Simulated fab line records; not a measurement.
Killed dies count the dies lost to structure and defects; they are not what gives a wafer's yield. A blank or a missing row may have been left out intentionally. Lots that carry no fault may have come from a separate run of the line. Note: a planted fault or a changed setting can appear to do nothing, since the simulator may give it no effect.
fab line records    flow sky130
[record] lots = 13  wafers = 37  lastDay = 50
route steps=708 shown VIA3@575 METAL4@598 PAD_OPEN@708
lots that met no fault: from a run of the same line without faults
startH: hours from the record's first day to the start of the lot's first wafer shown    waitH: hours from the lot's prior step to this one    " identical to the entry in the row above    L1.1+2: one row covering several wafers at once    - no value, or no start given    * or withheld: withheld    < > ~ a bound
route shown NAME@n: a module of which the file shows steps, and the number in the route of the first    usual: mean and standard deviation over wafers with no fault    same: alike in all rows    chamber/n: place in a boat    sites: the reading at each site    _std_site: standard deviation across them    _edge_site: mean of outer sites minus mean of inner sites    radiusMm: how far each site lies from the wafer's centre    mask NAME#n: copy n    behind: tool/chamber where the wafer was last shaped    hold: what put the lot on hold/how long, in hours/how the hold closed    device: transistor that didn't switch, given as n, p or np    end of line: at the end of the route, the tests of the same wafers    a step given without rows: its recipe and nothing more    killed: not the wafer's yield, but the dies lost to structure and defects at the first sort    map: a wafer's dies, marking killed ones x, the rest . and places with no die _
set.NAME: the run value of the setting; set.NAME@STEP: its run value at that earlier step    model.NAME: the simulator's own value behind a step, which no gauge read
one table for each step of the route and one row for each wafer, over a sample of lots
services: the hour from which a tool's chamber was out of use, counted from the record's first day as startH (under 0 if before that day), plus the number of hours and why
[[steps]]
[step SKY_VIA3_CMP_02]
[recipe] material = SiO2  downForcePsi = 4  platenRpm = 60  padVelocityMS = 0.94248
[usual] motorCurrentA = 12.3/1.5
lot.wafer  tool    chamber  startH   waitH  motorCurrentA
L301.3     cmp-02  1        901.24   0.1    12.3
L301.1     "       2        "        "      13.1
L301.2     "       3        "        "      12.6
L302.3     cmp-01  1        905.63   0.0    14.1
L302.1     "       2        "        "      9.3
L302.6     "       1        "        "      14.1
L305.1     cmp-02  0        937.04   0.1    10.8
L305.2     "       1        "        "      11.7
L305.5     "       0        "        "      10.8
L307.2     cmp-02  0        942.33   0.1    11.0
L307.1     "       1        "        "      12.3
L307.5     "       2        "        "      14.1
L306.3     cmp-02  0        944.47   0.0    10.6
L306.2     "       2        "        "      13.3
L306.6     "       1        "        "      12.8
L308.6     cmp-01  2        951.83   0.2    8.6
L309.1     cmp-02  1        972.92   0.1    12.4
L309.3     "       3        "        "      12.6
L309.6     "       1        "        "      12.1
L314.4     cmp-02  3        998.77   0.0    12.4
L314.3     "       0        "        "      10.9
L314.1     "       1        "        "      12.2
L315.3     cmp-01  2        1005.05  0.0    9.2
L315.4     "       3        "        "      13.2
L315.6     "       2        "        "      8.8
L317.2     cmp-01  3        1012.72  0.0    13.3
L317.3     "       0        "        "      13.5
L317.4     "       1        "        "      14.5
L319.3     cmp-02  0        1031.78  0.1    10.8
L319.2     "       1        "        "      12.2
L319.6     "       0        "        "      10.3
L320.1     cmp-01  1        1043.33  0.1    15.0
L320.3     "       2        "        "      9.5
L320.5     "       0        "        "      12.9
L323.4     cmp-01  2        1050.87  0.0    9.2
L323.2     "       3        "        "      12.7
L323.1     "       1        "        "      14.3
[step SKY_VIA3_OVL_MEAS_13]
[usual] VIA3_OVL = -1/5.3
lot.wafer  tool        chamber  startH   waitH  VIA3_OVL[nm]
L301.1     overlay-02  -        926.93   0.1    -3
L301.2     "           -        "        "      1
L301.3     "           -        "        "      1
L302.1     overlay-01  -        931.51   0.1    1
L302.3     "           -        "        "      4
L302.6     "           -        "        "      -5
L305.1     overlay-02  -        961.61   0.1    0
L305.2     "           -        "        "      3
L305.5     "           -        "        "      -1
L307.1     overlay-01  -        967.08   0.1    7
L307.2     "           -        "        "      -7
L307.5     "           -        "        "      1
L306.2     overlay-01  -        968.42   0.1    -1
L306.3     "           -        "        "      -1
L306.6     "           -        "        "      1
L308.6     overlay-02  -        976.24   0.0    1
L309.1     overlay-02  -        996.88   0.1    -1
L309.3     "           -        "        "      0
L309.6     "           -        "        "      -3
L314.1     overlay-01  -        1022.21  0.1    -5
L314.3     "           -        "        "      -5
L314.4     "           -        "        "      2
L315.3     overlay-02  -        1028.12  0.1    -6
L315.4     "           -        "        "      -10
L315.6     "           -        "        "      -10
L317.2     overlay-02  -        1036.24  0.1    -3
L317.3     "           -        "        "      -3
L317.4     "           -        "        "      2
L319.2     overlay-02  -        1054.24  0.1    -1
L319.3     "           -        "        "      3
L319.6     "           -        "        "      4
L320.1     overlay-01  -        1065.81  0.1    1
L320.3     "           -        "        "      -2
L320.5     "           -        "        "      7
L323.1     overlay-02  -        1072.38  0.1    14
L323.2     "           -        "        "      5
L323.4     "           -        "        "      5
[step SKY_VIA3_CVD_21]
[recipe] material = W  targetThkNm = 390  timeS = 117.31  tempC = 400  pressureTorr = 40
[usual] heaterPowerW = 787/28  susceptorTempC = 400.02/0.23
[same] timeS = 117.31
lot.wafer  tool     chamber  startH   waitH  heaterPowerW  susceptorTempC
L301.1     cvdW-01  1        927.72   0.0    755           399.61
L301.2     "        0        "        "      783           400.53
L301.3     "        1        "        "      761           399.48
L302.1     cvdW-02  0        932.33   0.0    777           400.06
L302.3     "        1        "        "      814           399.88
L302.6     "        0        "        "      794           399.96
L305.1     cvdW-02  1        962.45   0.0    823           400.08
L305.2     "        0        "        "      776           400.14
L305.5     "        0        "        "      806           399.84
L307.1     cvdW-02  1        967.90   0.0    813           399.97
L307.2     "        1        "        "      818           399.99
L307.5     "        1        "        "      810           400.09
L306.2     cvdW-02  1        969.25   0.1    808           399.81
L306.3     "        1        "        "      847           400.09
L306.6     "        1        "        "      811           400.00
L308.6     cvdW-01  1        977.21   0.2    747           400.04
L309.1     cvdW-01  0        997.68   0.0    780           399.74
L309.3     "        1        "        "      735           399.90
L309.6     "        1        "        "      748           400.16
L314.1     cvdW-02  1        1023.01  0.0    810           400.23
L314.3     "        1        "        "      810           400.55
L314.4     "        0        "        "      785           399.81
L315.3     cvdW-02  1        1028.95  0.1    801           399.76
L315.4     "        0        "        "      769           400.40
L315.6     "        1        "        "      827           400.17
L317.2     cvdW-01  1        1037.03  0.0    743           400.03
L317.3     "        0        "        "      800           399.95
L317.4     "        1        "        "      781           399.99
L319.2     cvdW-01  1        1055.05  0.0    724           399.95
L319.3     "        0        "        "      809           399.78
L319.6     "        1        "        "      753           400.01
L320.1     cvdW-02  0        1066.60  0.0    799           399.94
L320.3     "        1        "        "      808           399.86
L320.5     "        1        "        "      833           400.37
L323.1     cvdW-02  0        1073.17  0.0    805           399.95
L323.2     "        1        "        "      826           399.87
L323.4     "        0        "        "      779           400.38
[step SKY_METAL4_SPUTTER_00]
[recipe] material = Ti  targetThkNm = 15  powerW = 3000  timeS = 10  chamberPressurePa = 0.4
[usual] chamberPressurePa = 0.3999/0.00075  throttleValvePct = 29.9/0.99
[same] timeS = 10
lot.wafer  tool           chamber  startH   waitH  chamberPressurePa  throttleValvePct
L301.1     pvdSputter-01  -        928.33   0.2    0.3999             30.8
L301.2     "              -        "        "      0.3998             30.3
L301.3     "              -        "        "      0.3996             31.1
L302.1     pvdSputter-04  -        932.93   0.2    0.4017             28.1
L302.3     "              -        "        "      0.3999             29.4
L302.6     "              -        "        "      0.3987             30.4
L305.1     pvdSputter-04  -        963.05   0.2    0.4010             29.3
L305.2     "              -        "        "      0.3996             30.4
L305.5     "              -        "        "      0.4006             30.4
L307.1     pvdSputter-04  -        968.63   0.1    0.3989             29.4
L307.2     "              -        "        "      0.4016             30.3
L307.5     "              -        "        "      0.3991             29.4
L306.2     pvdSputter-04  -        969.93   0.1    0.4002             30.1
L306.3     "              -        "        "      0.4000             30.4
L306.6     "              -        "        "      0.4005             29.3
L308.6     pvdSputter-04  -        977.74   0.0    0.3866             28.9
L309.1     pvdSputter-02  -        998.28   0.2    0.4007             30.1
L309.3     "              -        "        "      0.4020             30.6
L309.6     "              -        "        "      0.3991             27.8
L314.1     pvdSputter-01  -        1023.62  0.1    0.3985             29.4
L314.3     "              -        "        "      0.4013             30.8
L314.4     "              -        "        "      0.3997             31.7
L315.3     pvdSputter-02  -        1029.51  0.1    0.4004             27.7
L315.4     "              -        "        "      0.4007             31.1
L315.6     "              -        "        "      0.3989             30.2
L317.2     pvdSputter-02  -        1037.64  0.1    0.4005             30.3
L317.3     "              -        "        "      0.3995             30.8
L317.4     "              -        "        "      0.4001             30.4
L319.2     pvdSputter-02  -        1055.66  0.2    0.4004             30.0
L319.3     "              -        "        "      0.4005             30.6
L319.6     "              -        "        "      0.4004             30.9
L320.1     pvdSputter-02  -        1067.20  0.1    0.4004             30.7
L320.3     "              -        "        "      0.3999             30.1
L320.5     "              -        "        "      0.4009             28.1
L323.1     pvdSputter-01  -        1073.77  0.1    0.3999             31.3
L323.2     "              -        "        "      0.4002             30.4
L323.4     "              -        "        "      0.3995             31.3
[step SKY_PAD_OPEN_PROBE_99]
[usual] killed_at_M0_to_M3 = 43/7.2  killed_at_M4_up = 3.2/1.8  killedAtContacts = 23/5.6  killedAtFrontEnd = 15/4.6  killedAtOther = 0.3/0.71  killedDies = 85/10  killedOpen = 46/7.8  killedShort = 38/6.5
[same] grossDies = 492  killedAtBackSide = 0
lot.wafer  tool       chamber  startH   waitH  killed_at_M0_to_M3  killed_at_M4_up  killedAtContacts  killedAtFrontEnd  killedAtOther  killedDies  killedOpen  killedShort
L302.1     prober-02  -        1077.14  0.1    39                  1                19                13                0              72          35          37
L302.3     prober-02  -        1077.24  0.2    43                  3                26                14                1              87          50          36
L302.6     prober-02  -        1077.39  0.2    57                  4                10                10                3              84          41          40
L314.1     prober-02  -        1153.44  0.1    37                  2                22                11                0              72          42          30
L314.3     prober-02  -        1153.54  0.2    48                  2                18                16                0              84          53          31
L314.4     prober-02  -        1153.59  0.2    38                  1                37                8                 0              84          59          25
// killed by level:class
L302.1 METAL1:geometricParticle:short=11 VIA3:geometricParticle:open=7 VIA1:geometricParticle:open=6 LI_CONTACT:geometricParticle:open=5 POLY_GATE:geometricParticle:short=4 LOCAL_INTERCONNECT:geometricParticle:short=4 CONTACT:geometricParticle:open=4 FIELD_ISO:geometricParticle:open=3
L302.3 CONTACT:geometricParticle:open=12 VIA1:geometricParticle:open=11 VIA3:geometricParticle:open=8 POLY_GATE:geometricParticle:open=5 METAL2:geometricParticle:short=5 FIELD_ISO:geometricParticle:short=4 LI_CONTACT:geometricParticle:short=4 LOCAL_INTERCONNECT:geometricParticle:short=4
L302.6 VIA1:geometricParticle:open=12 METAL2:geometricParticle:short=9 METAL1:geometricParticle:short=7 VIA3:geometricParticle:open=6 VIA2:geometricParticle:open=6 VIA3:geometricParticle:short=6 VIA1:geometricParticle:short=5 FIELD_ISO:geometricParticle:short=3
L314.1 VIA1:geometricParticle:open=11 LI_CONTACT:geometricParticle:open=8 VIA2:geometricParticle:open=7 CONTACT:geometricParticle:short=5 VIA3:geometricParticle:open=5 FIELD_ISO:geometricParticle:short=4 CONTACT:geometricParticle:open=4 FIELD_ISO:geometricParticle:open=2
L314.3 VIA2:geometricParticle:open=12 VIA1:geometricParticle:open=10 LI_CONTACT:geometricParticle:open=6 LOCAL_INTERCONNECT:geometricParticle:short=6 METAL2:geometricParticle:short=5 CONTACT:geometricParticle:open=4 VIA3:geometricParticle:open=4 FIELD_ISO:geometricParticle:open=3
L314.4 CONTACT:geometricParticle:open=17 LI_CONTACT:geometricParticle:open=10 VIA2:geometricParticle:open=10 VIA3:geometricParticle:open=8 VIA1:geometricParticle:open=6 LOCAL_INTERCONNECT:geometricParticle:short=5 CONTACT:geometricParticle:short=5 VIA3:geometricParticle:short=5
[[services]]
tool           chamber  startH   hours  kind
cmp-02         -        881.19   3.1    repair
cvdW-01        -        904.00   14.0   pm
cmp-01         -        912.25   4.0    pm
cmp-01         -        916.25   -      consumableReplace:conditioner
pvdSputter-01  -        923.44   2.4    repair
cmp-01         -        927.50   0.7    repair
cmp-01         -        928.57   6.1    pm
pvdSputter-04  -        939.48   7.5    repair
pvdSputter-01  -        948.70   1.9    repair
cvdW-01        0        950.89   4.2    repair
cvdW-02        0        966.66   3.1    repair
cmp-02         -        968.46   0.4    repair
cvdW-01        0        976.42   11.2   repair
cmp-02         -        990.53   1.0    repair
cvdW-02        -        997.24   2.8    pm
pvdSputter-01  -        998.38   2.1    repair
cmp-02         -        1004.42  0.9    repair
cmp-01         -        1006.89  4.5    pm
cvdW-01        -        1021.50  6.0    pm
pvdSputter-02  -        1047.64  4.9    repair
cmp-02         -        1058.96  8.2    pm
pvdSputter-01  -        1063.41  7.6    repair
cmp-02         -        1068.67  4.4    repair
cvdW-02        -        1069.59  1.1    repair
[[key]]
[firstSign] step = SKY_METAL4_SPUTTER_00  reading = chamberPressurePa  direction = down  sigmas = 18  usual = 0.3999  struck = 0.3866
effect none on later readings
metAt SKY_METAL4_SPUTTER_00
struckLots L308
struckWafers L308.6
testerLeftOut L308
notActingAt SKY_VIA3_CMP_02,SKY_VIA3_OVL_MEAS_13,SKY_VIA3_CVD_21
onsetBetween 932.93 977.74
[earlierFault] kind = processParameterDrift  tool = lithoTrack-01  chamber = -  onsetH = 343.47  steps = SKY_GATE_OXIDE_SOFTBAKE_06  channel = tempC  offset = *  shape = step  endH = 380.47  actsIn = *  stated = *
[fault] kind = processParameterDrift  tool = pvdSputter-04  chamber = -  onsetH = 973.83  steps = SKY_METAL4_SPUTTER_00  channel = chamberPressurePa  offset = -0.013418  shape = step  actsIn = theseRecipesOnly  stated = 0.4  scope = struckWafersOnly
// testerLeftOut: of these lots the tester's yield and bins aren't shown, on N5 and GAA mostly nor the transistor test; their killed dies are dies lost to structure and defects alone, not to doping, threshold or leakage, so they don't give the yield
